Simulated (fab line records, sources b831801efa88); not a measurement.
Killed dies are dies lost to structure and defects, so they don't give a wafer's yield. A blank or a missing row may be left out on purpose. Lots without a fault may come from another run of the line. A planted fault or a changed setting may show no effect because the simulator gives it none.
Problem report in the 8D (eight disciplines) form, filled by code | flow gf180mcu | the parts of the form that need people (team, actions taken, sign-off) are left out

1. THE PROBLEM
oes_product_au at GF_POLY_GATE_ETCH_13 reads a mean of 0.906 a.u. on 3 wafers of 3 lots; wafers without a fault read 0.987 a.u. with a standard deviation of 0.0094. That is -8.6 standard deviations from the usual mean.
The step: etches poly-Si in HBr/Cl2, stops on SiO2, target depth 198.5 nm, time 69.6 s.
First seen on wafer L906.1, day 15 09:46, on rie_si-01. The record holds 41 wafers of 15 lots with a number at this step. Rule for "out", or "out of limits": more than 4 standard deviations from the usual mean. The other wafers with a number count as sound.

2. WHAT IT IS AND WHAT IT IS NOT
question                    | is                     | is not
which readings at this step | oes_product_au         | drypump_motor_current_A, throttle_valve_pct
which lots                  | L906, L907, L908       | L885, L886, L888, L889, L890, L891, L892, L893, L894, L896, L897, L899
which wafers of those lots  | L906.1, L907.3, L908.3 | L906.5, L907.5, L908.4, L908.5
read on which tools         | rie_si-01              | rie_si-02
when                        | from day 15 09:46      | up to then (35 sound wafers); but 3 sound wafers of L907, L908 came after

3. SUSPECTS, AND WHAT RULES EACH OUT
Counting: a tool at a process step up to the reading stays a suspect if it ran every lot that is out. Sound lots after the first of them don't rule it out here, since some wafers of a struck lot are sound.
- rie_si-01 at GF_POLY_GATE_ETCH_13 (etches poly-Si in HBr/Cl2, stops on SiO2, target depth 198.5 nm, time 69.6 s): kept. It ran every lot that is out, first L906 (day 15 09:46); its last sound lot up to then is L896 (day 13 04:39). Its own readings are out on those wafers: oes_product_au.
Left after counting: rie_si-01 at GF_POLY_GATE_ETCH_13.

4. THE CAUSE (what the simulator had put in)
Process parameter drift: rie_si-01, from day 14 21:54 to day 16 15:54, at GF_POLY_GATE_ETCH_13. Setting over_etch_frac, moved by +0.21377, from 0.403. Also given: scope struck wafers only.
Counting left only this tool.

5. THE CHAIN OF EFFECTS, in route order
Each row: a reading whose mean over the struck wafers that have a number lies more than 3 standard deviations from the usual. Only readings for which the record gives a usual standard deviation are gone through. hours: the time from each lot's start at the first step in this table that gives one to its start at this step, as a median over the lots. sigmas: the change in usual standard deviations.
hours | step                 | reading        | usual      | on struck wafers | change | sigmas
0     | GF_POLY_GATE_ETCH_13 | oes_product_au | 0.987 a.u. | 0.906            | -0.081 | -8.6
The process steps in it:
- GF_POLY_GATE_ETCH_13: etches poly-Si in HBr/Cl2, stops on SiO2, target depth 198.5 nm, time 69.6 s.
Later measuring or inspecting steps at which every struck wafer that the step has a row for has a number for every such reading, and none has moved that far: GF_HV_LDD_OVL_MEAS_08.

6. WHAT WOULD HAVE CAUGHT IT SOONER
In this record the first reading out of limits was taken at day 15 09:46, 12 hours after the fault began at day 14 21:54.
